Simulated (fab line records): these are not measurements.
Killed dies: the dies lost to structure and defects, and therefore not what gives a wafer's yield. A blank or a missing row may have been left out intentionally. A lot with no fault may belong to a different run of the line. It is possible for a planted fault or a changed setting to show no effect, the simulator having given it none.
fab line records	flow sfqLine
record: lots: 5	wafers: 23
route steps=325 shown I1@84 M2@92 M3@122 I3@138 M4@152
startH: hours from the record's first day to the start of the lot's first wafer shown	waitH: time in hours since the lot's previous step	" the same as in the row above	L1.1+2: a row that stands for several wafers	- no value, or no start was given	* or withheld: withheld	< > ~ a bound
route shown NAME@n: NAME is a module with steps in the file, n the number in the route of the first one	usual: the fault-free wafers' mean and standard deviation	same: alike in all rows	chamber/n: place in a boat	sites: per-site readings	_std_site: their standard deviation	_edge_site: inner sites' mean taken away from outer sites' mean	radiusMm: how far each site lies from the wafer's centre	mask NAME#n: copy n	behind: the tool/chamber that last shaped the wafer	hold: the reason the lot was held/the length of the hold in hours/how it ended	device: names the non-switching transistor (n, p or np)	end of line: the same wafers' tests at the end of the route	a step without rows: its recipe alone	killed: at the first sort, the dies lost to defects and structure; wafer yield is something else	map: a wafer's dies, x killed, . not, _ none there
set.NAME: the setting as run; set.NAME@STEP: as run at that earlier step	model.NAME: the simulator's own value behind a step, which no gauge read
lots with deliberately changed settings; one table per step, one row per wafer
== steps ==
step: SFQ_TRILAYER_I1_VIA_BARC_OPEN_VIA_ETCH_071
recipe: maskMaterial: PR	chemistry: O2	targetDepthNm: 125	target: BARC	sourceW: 500	biasW: 80	pressureMtorr: 30	timeS: 41.7
lot.wafer	tool	chamber	startH	waitH	set.sourceW	set.doseMj@TRILAYER_I1_VIA_LITHO_EXPOSE_050	model.I1.cdNm
L074.1	rieDiel-01	0	330.19	0.0	475.6	21.3	499.4
L074.2	"	3	"	"	500	21.3	498.7
L074.3	"	2	"	"	475.6	21.3	500.6
L074.5	"	3	"	"	500	21.3	498.1
L074.6	"	0	"	"	475.6	21.3	499.2
L077.2	rieDiel-04	0	364.14	0.0	500	21.77	503.9
L077.3	"	1	"	"	543.2	21.77	505
L077.4	"	2	"	"	543.2	21.3	499.7
L077.5	"	3	"	"	500	21.3	499.9
L077.6	"	0	"	"	543.2	21.3	500.4
L081.1	rieDiel-04	3	395.14	0.0	500	21.3	500.9
L081.2	"	0	"	"	500	20.06	490.9
L081.3	"	2	"	"	500	21.3	500.3
L081.4	"	1	"	"	515.3	21.3	500.7
L081.5	"	1	"	"	515.3	20.06	491.4
L082.2	rieDiel-03	0	405.94	0.0	500	21.3	499.2
L082.3	"	1	"	"	500	21.3	499.3
L082.4	"	3	"	"	500	21.3	497.8
L085.1	rieDiel-03	1	434.84	0.0	500	22.25	507.2
L085.2	"	2	"	"	500	21.3	499.8
L085.3	"	0	"	"	552.9	22.25	505.1
L085.5	"	0	"	"	500	21.3	499.3
L085.6	"	1	"	"	552.9	21.3	498.8
step: SFQ_TRILAYER_I1_VIA_ETCH_VIA_ETCH_052
recipe: target: SiO2	stopOn: Nb	maskMaterial: PR	taperDeg: 20	chemistry: CHF3	targetDepthNm: 260	sourceW: 500	biasW: 80	pressureMtorr: 30	timeS: withheld
usual: oesProductAu: 0.854/0.0054
lot.wafer	tool	chamber	startH	waitH	set.leaveAboveRefNm@TRILAYER_I1_CMP_CMP_046	oesProductAu	model.I1.featureDepthNm
L074.1	rieDiel-01	0	330.23	0.0	200	0.848	198.4
L074.2	"	3	"	"	200	0.845	198
L074.3	"	2	"	"	200	0.851	199.7
L074.5	"	3	"	"	200	0.852	199.5
L074.6	"	0	"	"	200	0.848	198.3
L077.2	rieDiel-04	0	364.18	0.0	204.5	0.867	204.8
L077.3	"	1	"	"	200	0.859	199.7
L077.4	"	2	"	"	200	0.862	200.3
L077.5	"	3	"	"	200	0.857	200.3
L077.6	"	0	"	"	204.5	0.864	205.9
L081.1	rieDiel-04	3	395.18	0.0	187	0.829	186.4
L081.2	"	0	"	"	187	0.826	185.6
L081.3	"	2	"	"	200	0.853	200.1
L081.4	"	1	"	"	187	0.825	185.9
L081.5	"	1	"	"	200	0.853	198.9
L082.2	rieDiel-03	0	405.98	0.0	200	0.856	199.7
L082.3	"	1	"	"	200	0.855	200.5
L082.4	"	3	"	"	200	0.851	199.5
L085.1	rieDiel-03	1	434.88	0.0	192.4	0.834	192.6
L085.2	"	2	"	"	200	0.846	199.1
L085.3	"	0	"	"	200	0.847	198.4
L085.5	"	0	"	"	192.4	0.832	192
L085.6	"	1	"	"	200	0.860	198.3
step: SFQ_TRILAYER_M2_LITHO_COAT_062
recipe: resist: BARC	spinRpm: 3000	resistThkNm: 62
lot.wafer	tool	chamber	startH	waitH	set.resistThkNm	model.BARC_of_TRILAYER_M2_LITHO_COAT_062.thkNm
L074.1	lithoTrack-01	0	331.42	0.1	62	62.12
L074.2	"	0	"	"	62	62.29
L074.3	"	0	"	"	61.02	61.21
L074.5	"	0	"	"	62	62.27
L074.6	"	0	"	"	61.02	61.2
L077.2	lithoTrack-02	0	365.44	0.1	60.34	59.9
L077.3	"	0	"	"	60.34	60.06
L077.4	"	0	"	"	62	61.71
L077.5	"	0	"	"	60.34	60.33
L077.6	"	0	"	"	62	61.68
L081.1	lithoTrack-02	0	396.37	0.1	62	61.73
L081.2	"	0	"	"	63.7	63.48
L081.3	"	0	"	"	63.7	63.43
L081.4	"	0	"	"	62	61.62
L081.5	"	0	"	"	62	61.61
L082.2	lithoTrack-01	0	407.82	0.1	62	61.91
L082.3	"	0	"	"	62	61.89
L082.4	"	0	"	"	62	61.75
L085.1	lithoTrack-02	0	436.07	0.1	63.19	63.17
L085.2	"	0	"	"	63.19	63.41
L085.3	"	0	"	"	62	62.19
L085.5	"	0	"	"	62	62
L085.6	"	0	"	"	62	61.96
step: SFQ_TRILAYER_M2_LITHO_PEB_060
recipe: pebTempC: 115	pebTimeS: 60	resist: KrF
lot.wafer	tool	chamber	startH	waitH	set.pebTimeS
L074.1+2+3+5+6	lithoTrack-02	0	381.81	1.0	60
L077.2+4+6	lithoTrack-01	0	420.13	0.8	60
L077.3+5	"	0	"	"	64.31
L081.1+3+5	lithoTrack-02	0	-	-	60
L081.2+4	"	0	"	"	65.59
L082.2+3+4	lithoTrack-04	0	459.73	0.8	60
L085.1+2+3+5+6	lithoTrack-02	0	488.51	1.0	60
step: SFQ_TRILAYER_M2_LITHO_DEVELOP_059
recipe: timeS: 60	resist: KrF
step: SFQ_TRILAYER_M2_BARC_OPEN_METAL_ETCH_077
recipe: maskMaterial: PR	chemistry: O2	targetDepthNm: 125	target: BARC	icpW: 600	biasW: 80	pressureMtorr: 10	timeS: 41.7
lot.wafer	tool	chamber	startH	waitH	set.resistThkNm@TRILAYER_M2_LITHO_COAT_062	set.pebTimeS@TRILAYER_M2_LITHO_PEB_060	model.M2.cdNm	model.etch.depthNm
L074.1	rieMetal-04	1	382.14	0.0	62	60	499.4	62.12
L074.2	"	0	"	"	62	60	499	62.29
L074.3	"	0	"	"	61.02	60	497.7	61.21
L074.5	"	0	"	"	62	60	498	62.27
L074.6	"	1	"	"	61.02	60	498.8	61.2
L077.2	rieMetal-02	0	420.44	0.0	60.34	60	502.3	-
L077.3	"	1	"	"	60.34	64.31	491.7	-
L077.4	"	0	"	"	62	60	500.5	61.71
L077.5	"	1	"	"	60.34	64.31	490.1	-
L077.6	"	0	"	"	62	60	500.3	-
L081.1	rieMetal-04	0	449.31	0.0	62	60	499.3	61.73
L081.2	"	1	"	"	63.7	65.59	488.6	63.48
L081.3	"	0	"	"	63.7	60	499.4	-
L081.4	"	1	"	"	62	65.59	489.6	61.62
L081.5	"	0	"	"	62	60	500.6	-
L082.2	rieMetal-01	0	460.04	0.0	62	60	499.3	61.91
L082.3	"	1	"	"	62	60	499.5	61.89
L082.4	"	0	"	"	62	60	499.9	61.75
L085.1	rieMetal-01	1	488.84	0.0	63.19	60	501.1	-
L085.2	"	0	"	"	63.19	60	501.3	-
L085.3	"	0	"	"	62	60	501.7	-
L085.5	"	1	"	"	62	60	502.5	-
L085.6	"	0	"	"	62	60	502.1	-
step: SFQ_TRILAYER_M2_ETCH_METAL_ETCH_060
recipe: target: Nb	stopOn: SiO2	maskMaterial: PR	chemistry: Cl2/Ar	targetDepthNm: 240	icpW: 600	biasW: 80	pressureMtorr: 10	timeS: 120
usual: oesProductAu: 0.908/0.008
lot.wafer	tool	chamber	startH	waitH	set.timeS	set.pebTimeS@TRILAYER_M2_LITHO_PEB_060	oesProductAu	model.KrF_of_TRILAYER_M2_LITHO_COAT_057.thkNm	model.M2.cdNm
L074.1	rieMetal-04	1	382.20	0.0	103.2	60	0.971	405.5	499.8
L074.2	"	0	"	"	103.2	60	0.987	404.1	497.3
L074.3	"	0	"	"	120	60	0.912	386.5	496.2
L074.5	"	0	"	"	120	60	0.903	383.4	497.1
L074.6	"	1	"	"	103.2	60	0.972	405.6	498.3
L077.2	rieMetal-02	0	420.50	0.0	104.8	60	0.992	397.8	502.3
L077.3	"	1	"	"	104.8	64.31	0.990	402.9	489.6
L077.4	"	0	"	"	120	60	0.910	383.1	501.4
L077.5	"	1	"	"	120	64.31	0.920	382.5	487.1
L077.6	"	0	"	"	104.8	60	0.988	398.2	500.8
L081.1	rieMetal-04	0	449.37	0.0	120	60	0.914	381.1	499.6
L081.2	"	1	"	"	120	65.59	0.911	382.9	487.6
L081.3	"	0	"	"	115.4	60	0.939	387.5	500.3
L081.4	"	1	"	"	120	65.59	0.915	384.9	489
L081.5	"	0	"	"	115.4	60	0.928	387.6	500.2
L082.2	rieMetal-01	0	460.10	0.0	120	60	0.899	388.7	499.8
L082.3	"	1	"	"	120	60	0.915	383.2	497.8
L082.4	"	0	"	"	120	60	0.905	386.9	500.7
L085.1	rieMetal-01	1	488.90	0.0	120	60	0.904	373.6	498.4
L085.2	"	0	"	"	120	60	0.901	382.4	502.4
L085.3	"	0	"	"	120	60	0.888	382.8	502.7
L085.5	"	1	"	"	120	60	0.895	376.9	501
L085.6	"	0	"	"	120	60	0.898	381.6	502.7
step: SFQ_TRILAYER_M3_LITHO_COAT_080
recipe: resist: BARC	spinRpm: 3000	resistThkNm: 62
lot.wafer	tool	chamber	startH	waitH	set.resistThkNm	model.BARC_of_TRILAYER_M3_LITHO_COAT_080.thkNm
L074.1	lithoTrack-02	0	509.41	0.1	62	61.87
L074.2	"	0	"	"	62	61.9
L074.3	"	0	"	"	62	61.77
L074.5	"	0	"	"	62	61.85
L074.6	"	0	"	"	62	61.83
L077.2	lithoTrack-04	0	558.42	0.1	60.72	60.61
L077.3+6	"	0	"	"	62	62.02
L077.4	"	0	"	"	60.72	60.88
L077.5	"	0	"	"	60.72	60.94
L081.1	lithoTrack-02	0	590.34	0.1	64.52	64.56
L081.2	"	0	"	"	62	62.05
L081.3	"	0	"	"	62	62.15
L081.4	"	0	"	"	64.52	64.62
L081.5	"	0	"	"	62	62.3
L082.2	lithoTrack-03	0	595.19	0.1	62	61.9
L082.3	"	0	"	"	62	61.94
L082.4	"	0	"	"	62	62.13
L085.1	lithoTrack-02	0	623.92	0.1	62	62.22
L085.2	"	0	"	"	59.95	60.16
L085.3	"	0	"	"	59.95	60.17
L085.5	"	0	"	"	59.95	60.13
L085.6	"	0	"	"	62	62.09
step: SFQ_TRILAYER_M3_LITHO_COAT_075
recipe: resist: KrF	spinRpm: 3000	resistThkNm: 600
lot.wafer	tool	chamber	startH	waitH	set.spinRpm	model.KrF_of_TRILAYER_M3_LITHO_COAT_075.thkNm
L074.1	lithoTrack-02	0	509.71	0.2	3217	579.4
L074.2	"	0	"	"	3217	577.9
L074.3	"	0	"	"	3217	578.9
L074.5	"	0	"	"	3000	599.8
L074.6	"	0	"	"	3000	598.1
L077.2	lithoTrack-04	0	558.72	0.2	3000	601.3
L077.3	"	0	"	"	3000	600.6
L077.4	"	0	"	"	3000	599.9
L077.5	"	0	"	"	3000	601
L077.6	"	0	"	"	3000	600.2
L081.1	lithoTrack-02	0	590.64	0.2	3000	599
L081.2	"	0	"	"	3000	597.9
L081.3	"	0	"	"	3000	598.2
L081.4	"	0	"	"	3218	577.3
L081.5	"	0	"	"	3218	577.5
L082.2	lithoTrack-03	0	595.49	0.2	3000	600.2
L082.3	"	0	"	"	3000	602.6
L082.4	"	0	"	"	3000	603.3
L085.1	lithoTrack-02	0	624.22	0.2	2795	622.5
L085.2	"	0	"	"	3000	604.5
L085.3	"	0	"	"	2795	623.8
L085.5	"	0	"	"	2795	622.6
L085.6	"	0	"	"	3000	602.8
step: SFQ_TRILAYER_M3_BARC_OPEN_METAL_ETCH_100
recipe: maskMaterial: PR	chemistry: O2	targetDepthNm: 125	target: BARC	icpW: 600	biasW: 80	pressureMtorr: 10	timeS: 41.7
lot.wafer	tool	chamber	startH	waitH	set.icpW	set.spinRpm@TRILAYER_M3_LITHO_COAT_075	model.KrF_of_TRILAYER_M3_LITHO_COAT_075.thkNm
L074.1	rieMetal-04	1	562.59	0.0	600	3217	503.8
L074.2	"	0	"	"	600	3217	501.9
L074.3	"	0	"	"	562.7	3217	505.7
L074.5	"	1	"	"	562.7	3000	527.1
L074.6	"	0	"	"	562.7	3000	525
L077.2	rieMetal-04	1	620.10	0.0	600	3000	525.7
L077.3	"	0	"	"	552.8	3000	529
L077.4	"	1	"	"	552.8	3000	527.9
L077.5	"	1	"	"	600	3000	525.3
L077.6	"	0	"	"	600	3000	524.6
L081.1	rieMetal-04	1	651.41	0.0	600	3000	522.9
L081.2	"	0	"	"	600	3000	520.7
L081.3	"	1	"	"	600	3000	521.9
L081.4	"	0	"	"	600	3218	500.4
L081.5	"	0	"	"	600	3218	500.1
L082.2	rieMetal-01	1	658.61	0.0	600	3000	523.4
L082.3	"	0	"	"	600	3000	526
L082.4	"	1	"	"	600	3000	526.9
L085.1	rieMetal-03	0	686.21	0.0	600	2795	545
L085.2	"	1	"	"	600	3000	525.4
L085.3	"	0	"	"	600	2795	546.6
L085.5	"	1	"	"	600	2795	543.7
L085.6	"	0	"	"	600	3000	525.7
step: SFQ_TRILAYER_I3_VIA_LITHO_COAT_085
recipe: resist: KrF	spinRpm: 3000	resistThkNm: 650
lot.wafer	tool	chamber	startH	waitH	set.resistThkNm	model.KrF_of_TRILAYER_I3_VIA_LITHO_COAT_085.thkNm
L074.1+3	lithoTrack-02	0	573.49	0.2	650	652.2
L074.2	"	0	"	"	624.8	628.3
L074.5	"	0	"	"	624.8	626.2
L074.6	"	0	"	"	624.8	626.9
L077.2	lithoTrack-03	0	631.35	0.2	650	650.6
L077.3	"	0	"	"	650	651.1
L077.4	"	0	"	"	650	649.3
L077.5	"	0	"	"	650	649.2
L077.6	"	0	"	"	650	651.6
L081.1	lithoTrack-02	0	664.50	0.2	659.9	661.7
L081.2	"	0	"	"	659.9	661.4
L081.3	"	0	"	"	650	650.7
L081.4	"	0	"	"	650	651
L081.5	"	0	"	"	650	652
L082.2	lithoTrack-02	0	673.32	0.2	650	649.8
L082.3	"	0	"	"	650	653.4
L082.4	"	0	"	"	650	653.5
L085.1	lithoTrack-02	0	691.87	0.2	650	649.4
L085.2	"	0	"	"	650	651.4
L085.3	"	0	"	"	650	649.3
L085.5	"	0	"	"	650	651.7
L085.6	"	0	"	"	650	650.1
step: SFQ_TRILAYER_I3_VIA_LITHO_PEB_088
recipe: pebTempC: 115	pebTimeS: 60	resist: KrF
lot.wafer	tool	chamber	startH	waitH	set.pebTempC
L074.1+2+5	lithoTrack-02	0	635.36	1.0	115
L074.3+6	"	0	"	"	112.4
L077.2+4	lithoTrack-01	0	693.10	0.8	117
L077.3+5+6	"	0	"	"	115
L081.1+3+4	lithoTrack-01	0	726.03	1.0	111.6
L081.2+5	"	0	"	"	115
L082.2+3+4	lithoTrack-03	0	734.45	0.8	115
L085.1+5	lithoTrack-03	0	745.23	1.0	116.4
L085.2+3+6	"	0	"	"	115
step: SFQ_TRILAYER_I3_VIA_LITHO_DEVELOP_087
recipe: timeS: 60	resist: KrF
step: SFQ_TRILAYER_I3_VIA_BARC_OPEN_VIA_ETCH_121
recipe: maskMaterial: PR	chemistry: O2	targetDepthNm: 125	target: BARC	sourceW: 500	biasW: 80	pressureMtorr: 30	timeS: 41.7
lot.wafer	tool	chamber	startH	waitH	set.resistThkNm@TRILAYER_I3_VIA_LITHO_COAT_085	set.pebTempC@TRILAYER_I3_VIA_LITHO_PEB_088	model.I3.cdNm	model.KrF_of_TRILAYER_I3_VIA_LITHO_COAT_085.thkNm
L074.1	rieDiel-01	2	635.70	0.0	650	115	499.7	576.3
L074.2	"	3	"	"	624.8	115	501.4	553.3
L074.3	"	1	"	"	650	112.4	447.6	576.1
L074.5	"	1	"	"	624.8	115	501.4	551.1
L074.6	"	2	"	"	624.8	112.4	449	551
L077.2	rieDiel-04	3	693.41	0.0	650	117	532.3	573.9
L077.3	"	1	"	"	650	115	500.4	573.8
L077.4	"	2	"	"	650	117	533	572.2
L077.5	"	2	"	"	650	115	499.9	572.8
L077.6	"	1	"	"	650	115	500.3	574.9
L081.1	rieDiel-04	3	726.36	0.0	659.9	111.6	432	585.4
L081.2	"	0	"	"	659.9	115	501.3	585.4
L081.3	"	1	"	"	650	111.6	431.9	573.7
L081.4	"	2	"	"	650	111.6	433.1	574
L081.5	"	0	"	"	650	115	502.2	576.3
L082.2	rieDiel-04	0	734.76	0.0	650	115	497.3	573.4
L082.3	"	1	"	"	650	115	499.7	576
L082.4	"	0	"	"	650	115	499	576.9
L085.1	rieDiel-04	1	745.56	0.0	650	116.4	526.5	572.1
L085.2	"	2	"	"	650	115	504.1	574.3
L085.3	"	0	"	"	650	115	501.2	572.9
L085.5	"	2	"	"	650	116.4	526.4	574.2
L085.6	"	3	"	"	650	115	500.8	573.4
step: SFQ_TRILAYER_I3_VIA_ETCH_VIA_ETCH_088
recipe: target: SiO2	stopOn: Nb	maskMaterial: PR	taperDeg: 20	chemistry: CHF3	targetDepthNm: 260	sourceW: 500	biasW: 80	pressureMtorr: 30	timeS: withheld
lot.wafer	tool	chamber	startH	waitH	set.pebTempC@TRILAYER_I3_VIA_LITHO_PEB_088	model.I3.cdNm
L074.1	rieDiel-01	2	635.74	0.0	115	496.7
L074.2	"	3	"	"	115	501.1
L074.3	"	1	"	"	112.4	446.5
L074.5	"	1	"	"	115	500.5
L074.6	"	2	"	"	112.4	446
L077.2	rieDiel-04	3	693.45	0.0	117	530.9
L077.3	"	1	"	"	115	500
L077.4	"	2	"	"	117	535
L077.5	"	2	"	"	115	500.8
L077.6	"	1	"	"	115	499.5
L081.1	rieDiel-04	3	726.40	0.0	111.6	429.9
L081.2	"	0	"	"	115	501
L081.3	"	1	"	"	111.6	430.3
L081.4	"	2	"	"	111.6	433.5
L081.5	"	0	"	"	115	502.2
L082.2	rieDiel-04	0	734.80	0.0	115	496.7
L082.3	"	1	"	"	115	497
L082.4	"	0	"	"	115	497.5
L085.1	rieDiel-04	1	745.60	0.0	116.4	525.7
L085.2	"	2	"	"	115	504.5
L085.3	"	0	"	"	115	500.7
L085.5	"	2	"	"	116.4	525.9
L085.6	"	3	"	"	115	500.5
step: SFQ_TRILAYER_M4_LITHO_COAT_098
recipe: resist: BARC	spinRpm: 3000	resistThkNm: 62
lot.wafer	tool	chamber	startH	waitH	set.spinRpm	model.BARC_of_TRILAYER_M4_LITHO_COAT_098.thkNm
L074.1	lithoTrack-01	0	636.94	0.1	2776	64.51
L074.2	"	0	"	"	3000	62.05
L074.3	"	0	"	"	3000	61.81
L074.5	"	0	"	"	2776	64.48
L074.6	"	0	"	"	2776	64.62
L077.2	lithoTrack-04	0	694.69	0.1	3000	62.13
L077.3	"	0	"	"	3000	61.89
L077.4	"	0	"	"	3000	61.99
L077.5	"	0	"	"	3000	61.91
L077.6	"	0	"	"	3000	62.09
L081.1	lithoTrack-04	0	728.19	0.1	3000	61.99
L081.2	"	0	"	"	3000	61.92
L081.3	"	0	"	"	3134	60.68
L081.4	"	0	"	"	3134	60.56
L081.5	"	0	"	"	3000	62.11
L082.2	lithoTrack-04	0	736.04	0.1	3000	61.84
L082.3+4	"	0	"	"	3000	61.92
L085.1	lithoTrack-02	0	746.79	0.1	3000	61.89
L085.2	"	0	"	"	2796	64.1
L085.3	"	0	"	"	3000	61.81
L085.5	"	0	"	"	2796	64.27
L085.6	"	0	"	"	3000	61.96
step: SFQ_TRILAYER_M4_LITHO_EXPOSE_094
recipe: maskId: M4	na: 0.6	sourceShape: conventional	sigmaOuter: 0.65	targetCdNm: 500	doseMj: 14.4
lot.wafer	tool	chamber	startH	waitH	mask	set.doseMj
L074.1+2+6	krfScanner-02	0	792.28	-	M4#0	14.4
L074.3+5	"	0	"	"	M4#0	14.68
L077.2+3+4	krfScanner-02	0	827.38	-	M4#0	13.62
L077.5+6	"	0	"	"	M4#0	14.4
L081.1+2+3+4+5	krfScanner-02	0	858.59	-	M4#0	14.4
L082.2+3+4	krfScanner-02	0	863.59	-	M4#0	14.4
L085.1+2+3	krfScanner-02	0	869.39	-	M4#0	13.7
L085.5+6	"	0	"	"	M4#0	14.4
step: SFQ_TRILAYER_M4_LITHO_PEB_096
recipe: pebTempC: 115	pebTimeS: 60	resist: KrF
step: SFQ_TRILAYER_M4_LITHO_DEVELOP_095
recipe: timeS: 60	resist: KrF
step: SFQ_TRILAYER_M4_BARC_OPEN_METAL_ETCH_123
recipe: maskMaterial: PR	chemistry: O2	targetDepthNm: 125	target: BARC	icpW: 600	biasW: 80	pressureMtorr: 10	timeS: 41.7
lot.wafer	tool	chamber	startH	waitH	set.spinRpm@TRILAYER_M4_LITHO_COAT_098	set.doseMj@TRILAYER_M4_LITHO_EXPOSE_094	model.M4.cdNm	model.etch.depthNm
L074.1	rieMetal-01	1	793.81	0.0	2776	14.4	500.5	64.51
L074.2	"	0	"	"	3000	14.4	502.1	62.05
L074.3	"	1	"	"	3000	14.68	497.7	61.81
L074.5	"	1	"	"	2776	14.68	498.1	64.48
L074.6	"	0	"	"	2776	14.4	501.4	64.62
L077.2	rieMetal-02	0	828.71	0.0	3000	13.62	510.3	-
L077.3	"	1	"	"	3000	13.62	508.6	-
L077.4	"	0	"	"	3000	13.62	509.9	61.99
L077.5	"	1	"	"	3000	14.4	501.6	-
L077.6	"	0	"	"	3000	14.4	499.7	-
L081.1	rieMetal-02	1	860.13	0.0	3000	14.4	501.2	61.99
L081.2	"	0	"	"	3000	14.4	500	61.92
L081.3	"	0	"	"	3134	14.4	500	-
L081.4	"	1	"	"	3134	14.4	499.3	60.56
L081.5	"	0	"	"	3000	14.4	499.6	-
L082.2	rieMetal-04	1	864.93	0.0	3000	14.4	500.1	61.84
L082.3	"	1	"	"	3000	14.4	499	61.92
L082.4	"	0	"	"	3000	14.4	501	61.92
L085.1	rieMetal-01	0	870.93	0.0	3000	13.7	509.7	-
L085.2	"	1	"	"	2796	13.7	507.7	-
L085.3	"	0	"	"	3000	13.7	507.5	-
L085.5	"	1	"	"	2796	14.4	500.3	-
L085.6	"	0	"	"	3000	14.4	499.6	-
== key ==
split: step: SFQ_TRILAYER_I1_VIA_BARC_OPEN_VIA_ETCH_071	setting: sourceW	stated: 500	by: wafer
response none clear
split: step: SFQ_TRILAYER_M2_LITHO_COAT_062	setting: resistThkNm	stated: 62	by: wafer
response: step: SFQ_TRILAYER_M2_LITHO_COAT_062	reading: model.BARC_of_TRILAYER_M2_LITHO_COAT_062.thkNm	change: +0.634	per: 1%	r: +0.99
response: step: SFQ_TRILAYER_M2_BARC_OPEN_METAL_ETCH_077	reading: model.etch.depthNm	change: +0.654	per: 1%	r: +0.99
split: step: SFQ_TRILAYER_M2_LITHO_PEB_060	setting: pebTimeS	stated: 60	by: wafer
response: step: SFQ_TRILAYER_M2_BARC_OPEN_METAL_ETCH_077	reading: model.M2.cdNm	change: -1.25	per: 1%	r: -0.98
response: step: SFQ_TRILAYER_M2_ETCH_METAL_ETCH_060	reading: model.M2.cdNm	change: -1.47	per: 1%	r: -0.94
split: step: SFQ_TRILAYER_M2_ETCH_METAL_ETCH_060	setting: timeS	stated: 120	by: wafer
response: step: SFQ_TRILAYER_M2_ETCH_METAL_ETCH_060	reading: oesProductAu	change: -0.00539	per: 1%	r: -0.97
response: step: SFQ_TRILAYER_M2_ETCH_METAL_ETCH_060	reading: model.KrF_of_TRILAYER_M2_LITHO_COAT_057.thkNm	change: -1.38	per: 1%	r: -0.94
split: step: SFQ_TRILAYER_M3_LITHO_COAT_080	setting: resistThkNm	stated: 62	by: wafer
response: step: SFQ_TRILAYER_M3_LITHO_COAT_080	reading: model.BARC_of_TRILAYER_M3_LITHO_COAT_080.thkNm	change: +0.598	per: 1%	r: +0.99
split: step: SFQ_TRILAYER_M3_LITHO_COAT_075	setting: spinRpm	stated: 3000	by: wafer
response: step: SFQ_TRILAYER_M3_LITHO_COAT_075	reading: model.KrF_of_TRILAYER_M3_LITHO_COAT_075.thkNm	change: -2.84	per: 1%	r: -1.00
response: step: SFQ_TRILAYER_M3_BARC_OPEN_METAL_ETCH_100	reading: model.KrF_of_TRILAYER_M3_LITHO_COAT_075.thkNm	change: -2.97	per: 1%	r: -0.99
split: step: SFQ_TRILAYER_M3_BARC_OPEN_METAL_ETCH_100	setting: icpW	stated: 600	by: wafer
response none clear
split: step: SFQ_TRILAYER_I3_VIA_LITHO_COAT_085	setting: resistThkNm	stated: 650	by: wafer
response: step: SFQ_TRILAYER_I3_VIA_LITHO_COAT_085	reading: model.KrF_of_TRILAYER_I3_VIA_LITHO_COAT_085.thkNm	change: +6.51	per: 1%	r: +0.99
response: step: SFQ_TRILAYER_I3_VIA_BARC_OPEN_VIA_ETCH_121	reading: model.KrF_of_TRILAYER_I3_VIA_LITHO_COAT_085.thkNm	change: +6.39	per: 1%	r: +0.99
split: step: SFQ_TRILAYER_I3_VIA_LITHO_PEB_088	setting: pebTempC	stated: 115	by: wafer
response: step: SFQ_TRILAYER_I3_VIA_BARC_OPEN_VIA_ETCH_121	reading: model.I3.cdNm	change: +22.3	per: 1%	r: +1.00
response: step: SFQ_TRILAYER_I3_VIA_ETCH_VIA_ETCH_088	reading: model.I3.cdNm	change: +22.6	per: 1%	r: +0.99
split: step: SFQ_TRILAYER_M4_LITHO_COAT_098	setting: spinRpm	stated: 3000	by: wafer
response: step: SFQ_TRILAYER_M4_LITHO_COAT_098	reading: model.BARC_of_TRILAYER_M4_LITHO_COAT_098.thkNm	change: -0.339	per: 1%	r: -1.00
response: step: SFQ_TRILAYER_M4_BARC_OPEN_METAL_ETCH_123	reading: model.etch.depthNm	change: -0.343	per: 1%	r: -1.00
split: step: SFQ_TRILAYER_M4_LITHO_EXPOSE_094	setting: doseMj	stated: 14.4	by: wafer
response: step: SFQ_TRILAYER_M4_BARC_OPEN_METAL_ETCH_123	reading: model.M4.cdNm	change: -1.69	per: 1%	r: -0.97
split outsideThisFile step=SFQ_TRILAYER_I1_CMP_CMP_046 setting=leaveAboveRefNm
split outsideThisFile step=SFQ_TRILAYER_I1_VIA_LITHO_EXPOSE_050 setting=doseMj
split outsideThisFile: this setting was split too, and the file shows its column; the key of that split is in another file
